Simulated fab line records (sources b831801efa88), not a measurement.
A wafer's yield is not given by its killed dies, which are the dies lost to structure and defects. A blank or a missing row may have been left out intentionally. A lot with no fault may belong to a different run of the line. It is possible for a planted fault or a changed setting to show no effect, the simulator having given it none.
Comparing a struck lot with a sound one | flow gf180mcu | 14 steps out of a route of 602
Sound: wafers L601.1, L601.3, L601.6. Wafers L611.2, L611.5, L611.6 were the ones struck. Last of all comes the cause.
Order at every step that has rows: each side's tool, ch and its chambers, its first start. Under that, the readings that differ: sound wafers | struck wafers | difference of the means | sigmas: that difference in standard deviations of wafers without a fault.
alike: words and numbers the same on both sides, and readings whose means are apart by under 2 such deviations; not compared: readings that were withheld, readings missing a value for some wafer, numbers with overlapping values and no deviation given by the record, and bounds like >300 which may hide the same value.
A row with sigmas, a row that says differs or no value, or rows on one side alone: a step with any of these is where the two part. Numbers that don't overlap but have no deviation are shown without sigmas and don't part them. A reading that every wafer of one side lacks parts them only if that side has two wafers or more.

GF_DUAL_GATE_STRIP_13: strips in O2/N2.
  sound on plasmaAsher-03 ch 0,1, day 8 15:13; struck on plasmaAsher-04 ch 0,1, day 11 20:06
  alike: drypumpMotorCurrentA, heaterPowerW, o2FlowSccm, oesProductAu, stripTimeToEndpointS
  not compared: rfHoursCounterH
then, 3 steps without rows for these wafers: GF_DUAL_GATE_CLEAN_14 (cleans in SC1/SC2, time 150 s); GF_DUAL_GATE_OXIDATION_15 (stabilise 600 s, purge 300 s, target thk 7.098 nm); GF_POLY_GATE_CVD_00 (deposits poly-Si, target thk 200 nm, time 1200 s).
GF_POLY_GATE_THK_MEAS_01:
  sound: filmMetro-04 at day 8 18:15; struck: filmMetro-01 at day 12 00:28
  alike: POLY_GATE_CVD_00_THK
then, 7 steps without rows for these wafers: GF_POLY_GATE_DEHYDRATE_02 (time 60 s); GF_POLY_GATE_HMDS_03 (prime time 60 s); GF_POLY_GATE_COAT_04; GF_POLY_GATE_COAT_05 (resist thk 700 nm); GF_POLY_GATE_SOFTBAKE_06 (time 60 s); GF_POLY_GATE_EXPOSE_07 (exposes mask Poly2, target cd 280 nm); GF_POLY_GATE_PEB_08 (peb time 88.27 s).
GF_POLY_GATE_DEVELOP_09: develop time 60 s.
  struck on lithoTrack-04, day 12 19:56; sound on lithoTrack-02 ch 0, day 9 12:08
  no value came back on the struck wafers for chillPlateTempC (C), developTimeS (s), exhaustPa (Pa); on the sound wafers chillPlateTempC (C) reads 23.00 22.99 23.08
reading                                   | sound             | struck            | difference | sigmas
model.KrF_of_POLY_GATE_COAT_05.thkNm (nm) | 686.5 686.9 684.8 | 699.5 698.3 695.1 | +11.6      | 
GF_POLY_GATE_CD_MEAS_10: the cd target is 280 nm.
  sound: cdSem-01 at day 9 12:17; struck: cdSem-01 at day 12 20:05
reading   | sound             | struck | difference                    | sigmas
cdNm (nm) | 279.4 280.5 279.0 | - - -  | no value on the struck wafers | 

WHERE THEY PART
Last at GF_POLY_GATE_CD_MEAS_10 as far as this record goes, first at GF_POLY_GATE_DEVELOP_09.

WHY: what the simulator had put in
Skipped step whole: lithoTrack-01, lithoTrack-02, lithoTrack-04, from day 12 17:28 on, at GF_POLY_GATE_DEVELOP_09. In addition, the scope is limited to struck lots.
